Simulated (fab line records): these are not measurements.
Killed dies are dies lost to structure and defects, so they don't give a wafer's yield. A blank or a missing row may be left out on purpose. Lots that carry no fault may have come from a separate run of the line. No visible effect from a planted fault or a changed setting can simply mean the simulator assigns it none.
Comparing a struck lot with a sound one -- flow sky130 -- 15 out of 708 route steps
Sound: these wafers, L265.2, L265.3, L265.4. Wafers L280.2, L280.5, L280.6 were the ones struck. The cause is given at the end.
Each step with rows lists, per side, the tool, then ch with its chambers, then its first start. Under that, the readings that differ: sound wafers -- struck wafers -- difference of the means -- sigmas: that difference in standard deviations of wafers without a fault.
alike: a reading whose means differ by less than 2 such deviations, as well as words and numbers matching on both sides. not compared: withheld readings; readings where some wafer has no value; bounds like >300 that might hide an equal value; numbers whose values overlap and for which the record gives no deviation.
The two part at a step that has a row with sigmas, a row that says differs or no value, or rows on one side only. Non-overlapping numbers with no deviation appear without sigmas and do not part them. Lack of a reading on every wafer of one side parts them only where that side has two or more wafers.

SKY_POLY_GATE_THK_MEAS_21:
  sound on film metro-03, day 17 03:05; struck on film metro-03, day 22 22:25
  alike: POLY_GATE_OXIDATION_THK
SKY_POLY_GATE_CD_MEAS_22:
  sound on cd sem-02, day 17 03:10; struck on cd sem-01, day 22 22:29
  alike: cd nm
then, 7 steps without rows for these wafers: SKY_LDD_N_DEHYDRATE_00 (time 60 s); SKY_LDD_N_HMDS_01 (prime time 60 s); SKY_LDD_N_COAT_02 (resist thk 300 nm); SKY_LDD_N_SOFTBAKE_03 (time 60 s); SKY_LDD_N_EXPOSE_04 (exposes mask NTM, target cd 840 nm); SKY_LDD_N_PEB_05; SKY_LDD_N_DEVELOP_06 (develop time 60 s).
SKY_LDD_N_OVL_MEAS_07:
  sound on overlay-02, day 18 08:41; struck on overlay-02, day 24 04:23
  alike: LDD_N_OVL
then, 2 steps without rows for these wafers: SKY_LDD_N_IMPLANT_08; SKY_LDD_N_IMPLANT_09.
SKY_LDD_N_IMPLANT_10:
  sound on implanter-04 ch 0, day 18 09:03; struck on implanter-04 ch 0, day 24 04:45
reading,sound,struck,difference,sigmas
dose ions cm2,7.503e+13 7.498e+13 7.492e+13,7.79e+13 7.79e+13 7.792e+13,+2.93e+12,+36
then, 1 step without rows for these wafers: SKY_LDD_N_IMPLANT_11.
-- a jump in the record: the struck wafers' starts before and after are 26 days apart (it breaks off in module LDD_N and resumes in module PAD_OPEN, where the first step shown is number 708 of the route) --
SKY_PAD_OPEN_PROBE_99:
  sound on prober-02, day 46 03:26; struck on prober-01, day 49 19:31
  alike: killed_at_M0_to_M3, killed_at_M4_up, killed at contacts, killed at front end, killed at other, killed dies, killed open, killed short

WHERE THEY PART
Only at SKY_LDD_N_IMPLANT_10, as far as this record shows. Later steps at which nothing parts them and some readings are alike: SKY_PAD_OPEN_PROBE_99.

WHY: what the simulator had put in
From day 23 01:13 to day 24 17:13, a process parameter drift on implanter-04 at SKY_LDD_N_IMPLANT_10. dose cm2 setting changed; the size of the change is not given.
